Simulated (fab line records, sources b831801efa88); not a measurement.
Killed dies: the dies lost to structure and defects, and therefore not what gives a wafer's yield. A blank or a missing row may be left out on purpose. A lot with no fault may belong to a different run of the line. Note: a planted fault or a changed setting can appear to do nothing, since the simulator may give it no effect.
Which tool did it?    flow sky130    Sampling: 24 lots, 72 wafers, 5 of 708 route steps

WHAT EACH GAUGE READ, for each wafer
SKY_METAL3_CD_MEAS_13: target cd 300 nm.
lot   measured      on         cd_nm (nm)
L074  day 38 05:02  cd_sem-02  297.4 299.0 299.9
L075  day 38 16:35  cd_sem-01  302.3 302.2 300.6
L076  day 40 06:39  cd_sem-01  300.9 300.8 301.3
L077  day 40 03:08  cd_sem-02  301.2 301.3 300.7
L078  day 40 06:18  cd_sem-02  300.9 300.8 300.9
L079  day 40 07:00  cd_sem-02  299.1 299.2 299.2
L080  day 40 10:05  cd_sem-02  299.8 300.6 300.0
L081  day 40 16:05  cd_sem-01  299.4 298.8 299.1
L082  day 40 19:02  cd_sem-02  300.0 298.8 300.6
L083  day 41 01:05  cd_sem-02  300.4 300.9 299.2
L084  day 41 12:55  cd_sem-02  300.5 300.6 300.9
L085  day 42 00:55  cd_sem-02  302.0 302.4 301.9
L086  day 42 11:05  cd_sem-02  298.5 298.9 300.1
L087  day 42 14:28  cd_sem-01  301.0 300.3 299.7
L088  day 42 15:28  cd_sem-01  295.8 297.4 297.5
L089  day 42 18:16  cd_sem-02  298.4 298.7 298.9
L090  day 43 07:02  cd_sem-02  297.3 299.1 298.3
L091  day 43 07:33  cd_sem-02  300.3 299.6 300.8
L092  day 44 00:20  cd_sem-02  296.0 296.5 297.8
L093  day 44 05:11  cd_sem-01  300.6 300.4 300.4
L094  day 44 13:11  cd_sem-01  299.7 298.8 300.1
L095  day 44 10:42  cd_sem-01  303.3 304.4 303.7
L096  day 44 15:40  cd_sem-01  302.6 299.6 300.7
L097  day 44 19:42  cd_sem-02  300.3 299.9 300.5

SKY_METAL3_OVL_MEAS_14.
lot   measured      on          METAL3_OVL (nm)
L074  day 38 05:09  overlay-02  1 0 3
L075  day 38 16:43  overlay-02  1 -3 -8
L076  day 40 06:45  overlay-02  -2 8 5
L077  day 40 03:16  overlay-01  6 11 1
L078  day 40 06:24  overlay-02  7 5 7
L079  day 40 07:06  overlay-01  2 -4 4
L080  day 40 10:12  overlay-01  1 5 2
L081  day 40 16:13  overlay-02  6 -2 6
L082  day 40 19:09  overlay-02  -4 -11 -4
L083  day 41 01:13  overlay-02  4 -3 -6
L084  day 41 13:02  overlay-01  -1 -5 -3
L085  day 42 01:02  overlay-01  -10 -8 -12
L086  day 42 11:10  overlay-02  9 -3 4
L087  day 42 14:35  overlay-01  -8 -6 -3
L088  day 42 15:33  overlay-01  6 7 11
L089  day 42 18:23  overlay-02  7 3 -3
L090  day 43 07:10  overlay-02  -8 -9 -6
L091  day 43 07:38  overlay-02  -3 -3 -6
L092  day 44 00:28  overlay-01  -7 -9 -2
L093  day 44 05:19  overlay-02  6 7 2
L094  day 44 13:16  overlay-02  8 6 8
L095  day 44 10:48  overlay-02  2 0 2
L096  day 44 15:47  overlay-01  0 2 -7
L097  day 44 19:48  overlay-02  5 8 5

EACH LOT AND THE TOOL THAT RAN IT (in order: tool; ch and the chambers of the sampled wafers; start)
lot   SKY_FIELD_ISO_CMP_27          SKY_DNWELL_STRIP_08                  SKY_LDD_HVN_STRIP_09
L074  cmp-01 ch 1,2,3, day 2 08:50  plasma_asher-04 ch 0,1, day 3 03:07  plasma_asher-03 ch 0,1, day 19 23:29
L075  cmp-01 ch 1,2,3, day 2 17:36  plasma_asher-03 ch 0,1, day 3 12:32  plasma_asher-04 ch 0,1, day 20 15:41
L076  cmp-01 ch 0,1, day 2 23:36    plasma_asher-04 ch 0,1, day 3 17:58  plasma_asher-03 ch 0,1, day 21 08:26
L077  cmp-02 ch 0,1,2, day 3 01:32  plasma_asher-01 ch 1, day 3 19:28    plasma_asher-02 ch 0,1, day 21 08:08
L078  cmp-01 ch 0,3, day 3 05:31    plasma_asher-03 ch 0,1, day 4 00:08  plasma_asher-02 ch 1, day 21 14:53
L079  cmp-02 ch 0,2,3, day 3 12:41  plasma_asher-03 ch 0,1, day 4 07:32  plasma_asher-02 ch 0,1, day 21 18:53
L080  cmp-02 ch 0,1,2, day 3 17:50  plasma_asher-03 ch 0,1, day 4 14:07  plasma_asher-02 ch 0,1, day 22 18:32
L081  cmp-01 ch 1,2,3, day 3 23:56  plasma_asher-04 ch 0,1, day 4 20:36  plasma_asher-03 ch 0,1, day 23 01:41
L082  cmp-01 ch 0,2,3, day 4 04:11  plasma_asher-03 ch 0,1, day 4 23:16  plasma_asher-03 ch 0,1, day 23 05:58
L083  cmp-01 ch 1,3, day 4 07:34    plasma_asher-04 ch 0,1, day 5 02:56  plasma_asher-03 ch 0,1, day 23 13:47
L084  cmp-02 ch 0,2, day 4 13:46    plasma_asher-03 ch 1, day 5 12:29    plasma_asher-02 ch 1, day 24 03:11
L085  cmp-02 ch 0,2,3, day 4 22:50  plasma_asher-04 ch 1, day 5 21:02    plasma_asher-04 ch 0,1, day 24 16:26
L086  cmp-01 ch 0,1,3, day 5 01:49  plasma_asher-03 ch 0,1, day 5 22:17  plasma_asher-03 ch 0,1, day 25 04:35
L087  cmp-02 ch 1,2,3, day 5 04:44  plasma_asher-01 ch 0,1, day 6 03:07  plasma_asher-03 ch 0,1, day 25 08:53
L088  cmp-02 ch 0,2,3, day 5 10:32  plasma_asher-04 ch 0,1, day 6 08:40  plasma_asher-02 ch 0,1, day 25 10:28
L089  cmp-01 ch 0,1,3, day 5 18:18  plasma_asher-01 ch 0,1, day 6 15:25  plasma_asher-02 ch 0,1, day 25 18:20
L090  cmp-02 ch 0,1,3, day 6 00:12  plasma_asher-03 ch 0,1, day 6 21:02  plasma_asher-04 ch 0,1, day 26 02:59
L091  cmp-01 ch 0,1,3, day 6 00:49  plasma_asher-03 ch 0,1, day 6 21:52  plasma_asher-04 ch 0,1, day 26 05:11
L092  cmp-01 ch 0,2,3, day 6 12:58  plasma_asher-04 ch 0,1, day 7 16:28  plasma_asher-04 ch 0,1, day 27 07:01
L093  cmp-01 ch 0,1,3, day 6 15:50  plasma_asher-01 ch 0,1, day 7 16:32  plasma_asher-04 ch 0,1, day 27 11:23
L094  cmp-02 ch 0,1,3, day 7 00:26  plasma_asher-03 ch 0,1, day 8 01:28  plasma_asher-02 ch 0,1, day 27 22:07
L095  cmp-02 ch 2,3, day 7 00:35    plasma_asher-01 ch 0,1, day 8 01:01  plasma_asher-04 ch 0,1, day 27 17:11
L096  cmp-02 ch 1,2, day 7 03:26    plasma_asher-04 ch 0,1, day 8 03:20  plasma_asher-04 ch 0,1, day 28 04:53
L097  cmp-01 ch 0,1,2, day 7 08:44  plasma_asher-01 ch 0,1, day 8 07:29  plasma_asher-02 ch 0,1, day 28 08:53
- SKY_FIELD_ISO_CMP_27: polishes, stops on Si3N4, t overpolish 16 s, target thk 457.8 nm.
- SKY_DNWELL_STRIP_08: strips in O2/N2.
- SKY_LDD_HVN_STRIP_09: strips in O2/N2.

WHAT THE TOOLS THEMSELVES READ (means of the sampled wafers that have a number; where no wafer has one, the mark that the record gives instead)
SKY_FIELD_ISO_CMP_27.
lot   tool    motor_current_A (A)  overpolish_run_s (s)  time_to_endpoint_s (s)
L074  cmp-01  11.7                 15.998                111
L075  cmp-01  11.5                 15.994                118
L076  cmp-01  12.2                 15.999                116
L077  cmp-02  12.5                 16.005                110
L078  cmp-01  10.9                 16.008                115
L079  cmp-02  12.0                 15.990                107
L080  cmp-02  12.5                 16.003                109
L081  cmp-01  11.9                 15.997                111
L082  cmp-01  10.7                 16.009                111
L083  cmp-01  12.5                 16.003                109
L084  cmp-02  11.8                 15.997                105
L085  cmp-02  11.7                 16.006                106
L086  cmp-01  11.8                 16.004                112
L087  cmp-02  12.5                 16.000                109
L088  cmp-02  11.6                 16.009                108
L089  cmp-01  11.5                 15.993                107
L090  cmp-02  12.5                 16.010                109
L091  cmp-01  11.9                 15.998                109
L092  cmp-01  10.9                 15.998                110
L093  cmp-01  11.5                 15.999                105
L094  cmp-02  12.3                 16.000                109
L095  cmp-02  11.7                 15.991                106
L096  cmp-02  12.9                 16.001                111
L097  cmp-01  11.5                 16.012                112

SKY_DNWELL_STRIP_08.
lot   tool             chamber_pressure_mTorr (mTorr)  drypump_motor_current_A (A)  oes_product_au (a.u.)  strip_time_to_endpoint_s (s)
L074  plasma_asher-04  1500.0                          5.5                          0.724                  36.97
L075  plasma_asher-03  1499.2                          5.7                          0.722                  36.88
L076  plasma_asher-04  1499.6                          5.5                          0.724                  36.97
L077  plasma_asher-01  1499.2                          6.6                          0.722                  36.86
L078  plasma_asher-03  1500.1                          5.6                          0.724                  37.02
L079  plasma_asher-03  1499.9                          5.6                          0.720                  37.06
L080  plasma_asher-03  1498.9                          5.6                          0.719                  36.98
L081  plasma_asher-04  1499.4                          5.5                          0.722                  36.86
L082  plasma_asher-03  1501.2                          5.6                          0.724                  36.92
L083  plasma_asher-04  1499.2                          5.5                          0.722                  37.14
L084  plasma_asher-03  1500.4                          6.5                          0.726                  36.81
L085  plasma_asher-04  1499.7                          5.2                          0.721                  36.98
L086  plasma_asher-03  1499.9                          5.6                          0.717                  36.85
L087  plasma_asher-01  1499.5                          6.1                          0.724                  37.01
L088  plasma_asher-04  1499.5                          5.5                          0.720                  36.88
L089  plasma_asher-01  1501.2                          6.1                          0.722                  36.74
L090  plasma_asher-03  1499.3                          6.1                          0.720                  36.91
L091  plasma_asher-03  1499.9                          6.1                          0.720                  36.97
L092  plasma_asher-04  1501.0                          5.8                          0.723                  36.87
L093  plasma_asher-01  1499.4                          5.7                          0.719                  36.98
L094  plasma_asher-03  1500.0                          6.1                          0.721                  36.90
L095  plasma_asher-01  1499.6                          5.7                          0.720                  36.84
L096  plasma_asher-04  1500.9                          5.5                          0.719                  36.85
L097  plasma_asher-01  1499.5                          6.1                          0.721                  36.99

SKY_LDD_HVN_STRIP_09.
lot   tool             chamber_pressure_mTorr (mTorr)  drypump_motor_current_A (A)  oes_product_au (a.u.)  strip_time_to_endpoint_s (s)
L074  plasma_asher-03  1499.6                          6.1                          0.413                  4.124
L075  plasma_asher-04  1500.6                          5.8                          0.408                  4.117
L076  plasma_asher-03  1499.5                          6.1                          0.407                  4.117
L077  plasma_asher-02  1501.2                          5.7                          0.417                  4.130
L078  plasma_asher-02  1499.1                          5.1                          0.405                  4.153
L079  plasma_asher-02  1499.9                          5.8                          0.409                  4.142
L080  plasma_asher-02  1501.2                          5.7                          0.410                  4.138
L081  plasma_asher-03  1499.5                          6.1                          0.407                  4.138
L082  plasma_asher-03  1501.2                          5.7                          0.409                  4.155
L083  plasma_asher-03  1499.6                          6.1                          0.411                  4.134
L084  plasma_asher-02  1499.3                          5.1                          0.404                  4.127
L085  plasma_asher-04  1501.0                          5.8                          0.409                  4.135
L086  plasma_asher-03  1499.7                          5.6                          0.411                  4.131
L087  plasma_asher-03  1499.9                          5.6                          0.406                  4.158
L088  plasma_asher-02  1500.8                          5.4                          0.405                  4.136
L089  plasma_asher-02  1499.3                          5.4                          0.409                  4.137
L090  plasma_asher-04  1498.1                          5.5                          0.408                  4.145
L091  plasma_asher-04  1501.8                          5.5                          0.408                  4.126
L092  plasma_asher-04  1500.6                          5.5                          0.411                  4.137
L093  plasma_asher-04  1500.0                          5.5                          0.405                  4.151
L094  plasma_asher-02  1500.5                          5.4                          0.414                  4.123
L095  plasma_asher-04  1499.2                          5.9                          0.405                  4.130
L096  plasma_asher-04  1501.2                          5.5                          0.411                  4.131
L097  plasma_asher-02  1499.7                          5.7                          0.408                  4.146

THE ANSWER, worked out from the rows above alone
Rule: usual is defined by the lots themselves. Put in order of their means at a reading, lots are off if they are a third of the lots or fewer, leave a main group of 4 or more, and stand apart from it by a gap of 3 or more times the standard deviation of the main group's means; of several such gaps the widest counts. The tables above print the reading to a certain number of digits; a main group whose means all agree to those digits is not used. A lot without any number at a reading at which 4 lots or more have one is off too. Any other lot the step has rows for is counted as sound. The gauges are gone through in route order, then the tools' own readings, and for those a lot's mean is taken as printed above. At the first step where some lot is off, the reading lying furthest off is the one used; lots without a number count as furthest.
No lot is off at any reading shown: from this, nothing can be told.

WHAT WAS PUT IN BY THE SIMULATOR
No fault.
